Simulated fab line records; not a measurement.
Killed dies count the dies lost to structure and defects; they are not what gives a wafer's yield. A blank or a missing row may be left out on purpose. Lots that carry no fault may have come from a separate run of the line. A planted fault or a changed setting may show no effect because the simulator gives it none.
Which tool is to blame? / flow sky130 / 33 wafers from 11 lots sampled at 5 of the route's 708 steps

## WHAT THE GAUGES READ, wafer by wafer
SKY_VIA3_RS_MEAS_22: a four-point-probe measurement. Usual: VIA3_W_RS gives 0.2932 ohm/sq (standard deviation 0.0028).
lot=L570; measured=day 39 16:19; on=film metro-02; VIA3_W_RS (ohm/sq)=0.2902 0.2916 0.2870; flag=
lot=L572; measured=day 40 02:15; on=film metro-01; VIA3_W_RS (ohm/sq)=0.2969 0.2904 0.2921; flag=
lot=L571; measured=day 40 05:25; on=film metro-01; VIA3_W_RS (ohm/sq)=0.2918 0.2939 0.2895; flag=
lot=L573; measured=day 40 12:40; on=film metro-01; VIA3_W_RS (ohm/sq)=0.2961 0.2955 0.2902; flag=
lot=L578; measured=day 42 11:13; on=film metro-04; VIA3_W_RS (ohm/sq)=0.2931 0.2909 0.2925; flag=
lot=L582; measured=day 43 16:01; on=film metro-01; VIA3_W_RS (ohm/sq)=0.2944 0.2968 0.2896; flag=
lot=L583; measured=day 44 02:51; on=film metro-01; VIA3_W_RS (ohm/sq)=0.2895 0.2885 0.2915; flag=
lot=L585; measured=day 44 08:01; on=film metro-04; VIA3_W_RS (ohm/sq)=0.2901 0.2929 0.2905; flag=
lot=L588; measured=day 45 09:17; on=film metro-04; VIA3_W_RS (ohm/sq)=0.2967 0.2970 0.2967; flag=
lot=L592; measured=day 45 22:12; on=film metro-02; VIA3_W_RS (ohm/sq)=0.2963 0.2928 0.2926; flag=
lot=L593; measured=day 46 00:02; on=film metro-02; VIA3_W_RS (ohm/sq)=0.2918 0.2947 0.2907; flag=

SKY_CAP2M_THK_MEAS_01. Usual: CAP2M_CVD_00_THK gives 15.53 nm (standard deviation 0.21).
lot=L570; measured=day 39 16:58; on=film metro-01; CAP2M_CVD_00_THK (nm)=15.56 15.99 15.70; flag=
lot=L572; measured=day 40 02:54; on=film metro-01; CAP2M_CVD_00_THK (nm)=15.43 15.40 15.18; flag=
lot=L571; measured=day 40 06:04; on=film metro-01; CAP2M_CVD_00_THK (nm)=15.27 15.66 15.46; flag=
lot=L573; measured=day 40 13:19; on=film metro-03; CAP2M_CVD_00_THK (nm)=15.63 15.27 15.32; flag=
lot=L578; measured=day 42 11:53; on=film metro-02; CAP2M_CVD_00_THK (nm)=15.31 15.49 15.78; flag=
lot=L582; measured=day 43 16:40; on=film metro-03; CAP2M_CVD_00_THK (nm)=15.79 15.83 15.77; flag=
lot=L583; measured=day 44 03:53; on=film metro-03; CAP2M_CVD_00_THK (nm)=15.13 15.33 15.21; flag=
lot=L585; measured=day 44 08:40; on=film metro-03; CAP2M_CVD_00_THK (nm)=15.11 15.36 15.65; flag=
lot=L588; measured=day 45 09:55; on=film metro-02; CAP2M_CVD_00_THK (nm)=15.36 15.77 15.89; flag=
lot=L592; measured=day 45 22:51; on=film metro-01; CAP2M_CVD_00_THK (nm)=15.35 15.57 15.89; flag=
lot=L593; measured=day 46 00:41; on=film metro-01; CAP2M_CVD_00_THK (nm)=15.45 15.57 15.65; flag=

## TOOL THAT RAN EACH LOT (tool first, then ch and the chambers of the sampled wafers, then the start)
lot=L570; SKY_VIA3_ETCH_14=rie diel-02 ch 0,1,2, day 39 15:25; SKY_VIA3_STRIP_16=plasma asher-01 ch 0,1, day 39 15:31; SKY_VIA3_SPUTTER_20=pvd sputter-03, day 39 16:07
lot=L572; SKY_VIA3_ETCH_14=rie diel-02 ch 0,1,3, day 40 01:21; SKY_VIA3_STRIP_16=plasma asher-02 ch 0,1, day 40 01:27; SKY_VIA3_SPUTTER_20=pvd sputter-01, day 40 02:03
lot=L571; SKY_VIA3_ETCH_14=rie diel-04 ch 0,1,2, day 40 04:07; SKY_VIA3_STRIP_16=plasma asher-03 ch 0,1, day 40 04:13; SKY_VIA3_SPUTTER_20=pvd sputter-03, day 40 05:13
lot=L573; SKY_VIA3_ETCH_14=rie diel-01 ch 1,2,3, day 40 11:46; SKY_VIA3_STRIP_16=plasma asher-03 ch 0,1, day 40 11:52; SKY_VIA3_SPUTTER_20=pvd sputter-01, day 40 12:28
lot=L578; SKY_VIA3_ETCH_14=rie diel-02 ch 1,2,3, day 42 10:20; SKY_VIA3_STRIP_16=plasma asher-02 ch 0,1, day 42 10:26; SKY_VIA3_SPUTTER_20=pvd sputter-02, day 42 11:02
lot=L582; SKY_VIA3_ETCH_14=rie diel-04 ch 0,2,3, day 43 15:03; SKY_VIA3_STRIP_16=plasma asher-03 ch 0,1, day 43 15:09; SKY_VIA3_SPUTTER_20=pvd sputter-01, day 43 15:49
lot=L583; SKY_VIA3_ETCH_14=rie diel-01 ch 1,2,3, day 44 01:51; SKY_VIA3_STRIP_16=plasma asher-03 ch 0,1, day 44 01:57; SKY_VIA3_SPUTTER_20=pvd sputter-03, day 44 02:39
lot=L585; SKY_VIA3_ETCH_14=rie diel-02 ch 1,2, day 44 07:06; SKY_VIA3_STRIP_16=plasma asher-02 ch 0,1, day 44 07:12; SKY_VIA3_SPUTTER_20=pvd sputter-01, day 44 07:50
lot=L588; SKY_VIA3_ETCH_14=rie diel-01 ch 1,2, day 45 08:22; SKY_VIA3_STRIP_16=plasma asher-02 ch 0,1, day 45 08:30; SKY_VIA3_SPUTTER_20=pvd sputter-03, day 45 09:04
lot=L592; SKY_VIA3_ETCH_14=rie diel-01 ch 0,2,3, day 45 21:13; SKY_VIA3_STRIP_16=plasma asher-02 ch 0,1, day 45 21:19; SKY_VIA3_SPUTTER_20=pvd sputter-02, day 45 22:00
lot=L593; SKY_VIA3_ETCH_14=rie diel-01 ch 0,2,3, day 45 23:09; SKY_VIA3_STRIP_16=plasma asher-01 ch 0,1, day 45 23:15; SKY_VIA3_SPUTTER_20=pvd sputter-02, day 45 23:50
- SKY_VIA3_ETCH_14: etches BARC in N2/H2, stops on SiO2, time 45.9 s, target depth 60 nm.
- SKY_VIA3_STRIP_16: strips in O2/N2.
- SKY_VIA3_SPUTTER_20: material TiN, target thk 20 nm, time 80 s.

## AS READ BY THE TOOLS THEMSELVES (means over the sampled wafers that have a number; for cases with no such wafer, the mark the record gives instead)
SKY_VIA3_ETCH_14. Usual: drypump motor current A 5.4 A, standard deviation 0.44; oes product au 0.855 a.u., standard deviation 0.0048; rf fwd power W 494.4 W, standard deviation 2; throttle valve pct 13.062 %, standard deviation 0.0087.
lot=L570; tool=rie diel-02; drypump motor current A (A)=5.8; oes product au (a.u.)=0.858; rf fwd power W (W)=494.2; throttle valve pct (%)=13.053; flag=
lot=L572; tool=rie diel-02; drypump motor current A (A)=5.5; oes product au (a.u.)=0.855; rf fwd power W (W)=494.5; throttle valve pct (%)=13.052; flag=
lot=L571; tool=rie diel-04; drypump motor current A (A)=5.1; oes product au (a.u.)=0.852; rf fwd power W (W)=492.4; throttle valve pct (%)=13.057; flag=
lot=L573; tool=rie diel-01; drypump motor current A (A)=5.3; oes product au (a.u.)=0.851; rf fwd power W (W)=496.3; throttle valve pct (%)=13.061; flag=
lot=L578; tool=rie diel-02; drypump motor current A (A)=5.7; oes product au (a.u.)=0.861; rf fwd power W (W)=494.9; throttle valve pct (%)=13.058; flag=
lot=L582; tool=rie diel-04; drypump motor current A (A)=5.4; oes product au (a.u.)=0.854; rf fwd power W (W)=466.7; throttle valve pct (%)=13.070; flag=OFF
lot=L583; tool=rie diel-01; drypump motor current A (A)=5.3; oes product au (a.u.)=0.858; rf fwd power W (W)=494.0; throttle valve pct (%)=13.061; flag=
lot=L585; tool=rie diel-02; drypump motor current A (A)=5.5; oes product au (a.u.)=0.858; rf fwd power W (W)=494.0; throttle valve pct (%)=13.063; flag=
lot=L588; tool=rie diel-01; drypump motor current A (A)=5.1; oes product au (a.u.)=0.850; rf fwd power W (W)=496.7; throttle valve pct (%)=13.059; flag=
lot=L592; tool=rie diel-01; drypump motor current A (A)=5.4; oes product au (a.u.)=0.855; rf fwd power W (W)=496.0; throttle valve pct (%)=13.053; flag=
lot=L593; tool=rie diel-01; drypump motor current A (A)=5.4; oes product au (a.u.)=0.853; rf fwd power W (W)=495.3; throttle valve pct (%)=13.070; flag=

SKY_VIA3_STRIP_16. Usual: drypump motor current A 5.8 A, standard deviation 0.46; oes product au 0.401 a.u., standard deviation 0.0046; strip time to endpoint s 4.117 s, standard deviation 0.023.
lot=L570; tool=plasma asher-01; drypump motor current A (A)=5.5; oes product au (a.u.)=0.402; strip time to endpoint s (s)=4.096; flag=
lot=L572; tool=plasma asher-02; drypump motor current A (A)=5.7; oes product au (a.u.)=0.403; strip time to endpoint s (s)=4.091; flag=
lot=L571; tool=plasma asher-03; drypump motor current A (A)=5.8; oes product au (a.u.)=0.399; strip time to endpoint s (s)=4.090; flag=
lot=L573; tool=plasma asher-03; drypump motor current A (A)=5.8; oes product au (a.u.)=0.398; strip time to endpoint s (s)=4.134; flag=
lot=L578; tool=plasma asher-02; drypump motor current A (A)=5.7; oes product au (a.u.)=0.399; strip time to endpoint s (s)=4.112; flag=
lot=L582; tool=plasma asher-03; drypump motor current A (A)=5.8; oes product au (a.u.)=0.408; strip time to endpoint s (s)=4.150; flag=
lot=L583; tool=plasma asher-03; drypump motor current A (A)=5.8; oes product au (a.u.)=0.401; strip time to endpoint s (s)=4.129; flag=
lot=L585; tool=plasma asher-02; drypump motor current A (A)=6.0; oes product au (a.u.)=0.403; strip time to endpoint s (s)=4.112; flag=
lot=L588; tool=plasma asher-02; drypump motor current A (A)=6.0; oes product au (a.u.)=0.402; strip time to endpoint s (s)=4.149; flag=
lot=L592; tool=plasma asher-02; drypump motor current A (A)=5.7; oes product au (a.u.)=0.406; strip time to endpoint s (s)=4.123; flag=
lot=L593; tool=plasma asher-01; drypump motor current A (A)=5.5; oes product au (a.u.)=0.402; strip time to endpoint s (s)=4.122; flag=

SKY_VIA3_SPUTTER_20. Usual: throttle valve pct reads 29.6 % (standard deviation 0.54).
lot=L570; tool=pvd sputter-03; throttle valve pct (%)=30.5; flag=
lot=L572; tool=pvd sputter-01; throttle valve pct (%)=29.9; flag=
lot=L571; tool=pvd sputter-03; throttle valve pct (%)=29.9; flag=
lot=L573; tool=pvd sputter-01; throttle valve pct (%)=29.9; flag=
lot=L578; tool=pvd sputter-02; throttle valve pct (%)=29.5; flag=
lot=L582; tool=pvd sputter-01; throttle valve pct (%)=29.8; flag=
lot=L583; tool=pvd sputter-03; throttle valve pct (%)=30.0; flag=
lot=L585; tool=pvd sputter-01; throttle valve pct (%)=29.4; flag=
lot=L588; tool=pvd sputter-03; throttle valve pct (%)=29.8; flag=
lot=L592; tool=pvd sputter-02; throttle valve pct (%)=29.3; flag=
lot=L593; tool=pvd sputter-02; throttle valve pct (%)=29.4; flag=

## THE ANSWER, worked out from the rows above alone
Rule: a lot is off if the mean of its wafers that have a number lies more than 3 standard deviations from the usual mean. Also off: a lot with no number at a reading for which 4 or more lots have one. All remaining lots with rows at the step are treated as sound. After the gauges, taken in route order, come the tools' own readings; for these a lot's mean is taken, as printed above. The first step at which some lot is off is used, and at that step the reading that is off furthest; a lot without a number counts as furthest.
Off, at SKY_VIA3_ETCH_14 on rf fwd power W: L582.
A tool fits if, at that step or a process step before it, it ran every lot that is off, and no sound lot after the first of them. One candidate fits, namely rie diel-04 at SKY_VIA3_ETCH_14. A fault onset in the window from L571 (day 40 04:07, its last sound lot) to L582 (day 43 15:03, its first lot off) fits.
The tool's own readings at SKY_VIA3_ETCH_14 bear it out: on the lots that are off they differ by more than 5 times the standard deviation of the sound lots' means. rf fwd power W reads 466.7 W there against 494.8 W on the sound lots.

## WHAT HAD BEEN PUT IN BY THE SIMULATOR
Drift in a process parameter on rie diel-04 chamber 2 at SKY_VIA3_ETCH_14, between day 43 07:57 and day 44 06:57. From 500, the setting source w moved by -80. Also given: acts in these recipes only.
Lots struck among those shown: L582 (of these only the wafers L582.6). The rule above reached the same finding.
